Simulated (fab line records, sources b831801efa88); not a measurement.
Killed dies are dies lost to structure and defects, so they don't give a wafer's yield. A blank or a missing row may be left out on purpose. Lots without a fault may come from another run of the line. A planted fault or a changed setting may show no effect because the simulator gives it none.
A struck lot beside a sound one | flow gf180mcu | 27 steps out of a route of 602
Sound: wafers L992.1, L992.3, L992.6. Struck: wafers L100.1, L100.2, L100.5. The cause comes at the end.
At each step with rows: each side's tool, then ch and its chambers, then its first start. Under that, the readings that differ: sound wafers | struck wafers | difference of the means | sigmas: that difference in standard deviations of wafers without a fault.
alike: readings whose means differ by less than 2 such deviations, and words and numbers that are the same on both sides. not compared: withheld readings, readings that some wafer has no value for, bounds like >300 that may hide the same value, and numbers for which the record gives no deviation and whose values overlap.
The two part at a step that has a row with sigmas, a row that says differs or no value, or rows on one side only. Numbers that don't overlap but have no deviation are shown without sigmas and don't part them. A reading that every wafer of one side lacks parts them only if that side has two wafers or more.

GF_CONTACT_ETCH_17: etches SiO2 in C4F8/O2/Ar, stops on CoSi2, target depth 860 nm.
  sound on rie_diel-01 ch 1,3; struck on rie_diel-04 ch 0,1,3
  alike: oes_product_au
GF_CONTACT_STRIP_18: strips in O2/N2.
  sound on plasma_asher-02 ch 0,1, day 16 19:04; struck on plasma_asher-01 ch 0,1, day 19 21:34
  alike: drypump_motor_current_A, heater_power_w, oes_product_au
  not compared: rf_hours_counter_h
then, 6 steps without rows for these wafers: GF_CONTACT_CLEAN_19 (cleans in SPM); GF_CONTACT_CLEAN_20 (cleans in DIW); GF_CONTACT_CLEAN_21 (cleans in dHF, time 20 s); GF_CONTACT_SPUTTER_22 (material Ti, target thk 15 nm, time 80.02 s); GF_CONTACT_SPUTTER_23 (material TiN, target thk 10 nm, time 40 s); GF_CONTACT_CVD_24 (deposits W, target thk 300 nm, time 90.339 s).
GF_CONTACT_RS_MEAS_25: measures by four-point-probe.
  sound on film_metro-03, day 16 19:34; struck on film_metro-02, day 19 22:04
  reading               | sound             | struck            | difference | sigmas
  CONTACT_W_RS (ohm/sq) | 0.372 0.372 0.374 | 0.391 0.383 0.389 | +0.015     | +3
GF_CONTACT_THK_MEAS_26: measures by xrf.
  sound on film_metro-03, day 16 19:41; struck on film_metro-02, day 19 22:11
  reading            | sound       | struck      | difference | sigmas
  CONTACT_W_THK (nm) | 315 314 311 | 296 305 302 | -12        | -3
then, 2 steps without rows for these wafers: GF_CONTACT_CMP_27 (polishes, stops on SiO2, t overpolish 15 s, target thk 0 nm); GF_M1_SPUTTER_00 (material Ti, target thk 37.5 nm, time 150 s).
GF_M1_SPUTTER_01: material TiN, target thk 30 nm, time 25 s.
  sound on pvd_sputter-01, day 16 20:09; struck on pvd_sputter-04, day 19 22:38
  no value came back on the struck wafers for cathode_dc_power_W (W), chamber_pressure_pa (Pa), throttle_valve_pct (%); on the sound wafers cathode_dc_power_W (W) reads 6500.1 6501.3 6501.9
GF_M1_SPUTTER_02: material AlCu, target thk 450 nm, time 23.9 s.
  sound on pvd_sputter-01, day 16 20:11; struck on pvd_sputter-04, day 19 22:40
  reading                | sound          | struck         | difference | sigmas
  throttle_valve_pct (%) | 28.3 31.4 27.4 | 32.1 30.7 32.7 | +2.8       | +2
  alike: cathode_dc_power_W, chamber_pressure_pa
then, 1 step without rows for these wafers: GF_M1_SPUTTER_03 (material Ti, target thk 10 nm, time 6.7 s).
GF_M1_SPUTTER_04: material TiN, target thk 50 nm, time 41.7 s.
  sound on pvd_sputter-01, day 16 20:14; struck on pvd_sputter-04, day 19 22:43
  reading                | sound          | struck         | difference | sigmas
  throttle_valve_pct (%) | 28.0 31.3 27.6 | 32.6 31.0 32.3 | +3.0       | +2
  alike: cathode_dc_power_W, chamber_pressure_pa
then, 7 steps without rows for these wafers: GF_M1_DEHYDRATE_07 (time 60 s); GF_M1_HMDS_08 (prime time 60 s); GF_M1_COAT_09 (resist thk 1000 nm); GF_M1_SOFTBAKE_10 (time 60 s); GF_M1_EXPOSE_11 (exposes mask Metal1, target cd 230 nm); GF_M1_PEB_12 (peb time 90 s); GF_M1_DEVELOP_13 (develop time 60 s).
GF_M1_CD_MEAS_14: target cd 230 nm.
  sound on cd_sem-02, day 17 19:18; struck on cd_sem-01, day 20 22:48
  alike: cd_nm
GF_M1_OVL_MEAS_15:
  sound on overlay-01, day 17 19:25; struck on overlay-02, day 20 22:55
  alike: M1_OVL
GF_M1_METAL_ETCH_16: etches the open film in Cl2/BCl3, stops on SiO2, target depth 627.5 nm, time 104.6 s.
  sound on rie_metal-02 ch 1, day 17 19:27; struck on rie_metal-02 ch 0,1, day 20 22:58
  reading                | sound                | struck               | difference | sigmas
  oes_product_au (a.u.)  | 0.976 0.976 0.975    | 0.943 0.941 0.947    | -0.032     | -5
  throttle_valve_pct (%) | 28.232 28.255 28.253 | 28.268 28.285 28.286 | +0.033     | +3
  alike: drypump_motor_current_A
  not compared: rf_hours_counter_h
GF_M1_STRIP_17: strips in O2/N2.
  sound on plasma_asher-02 ch 1, day 17 19:34; struck on plasma_asher-04 ch 0,1, day 20 23:04
  alike: drypump_motor_current_A, heater_power_w, oes_product_au, strip_time_to_endpoint_s
  not compared: rf_hours_counter_h

WHERE THEY PART
First at GF_CONTACT_RS_MEAS_25; last, within this record, at GF_M1_METAL_ETCH_16. Later steps at which nothing parts them and some readings are alike: GF_M1_STRIP_17.

WHY: what the simulator had put in
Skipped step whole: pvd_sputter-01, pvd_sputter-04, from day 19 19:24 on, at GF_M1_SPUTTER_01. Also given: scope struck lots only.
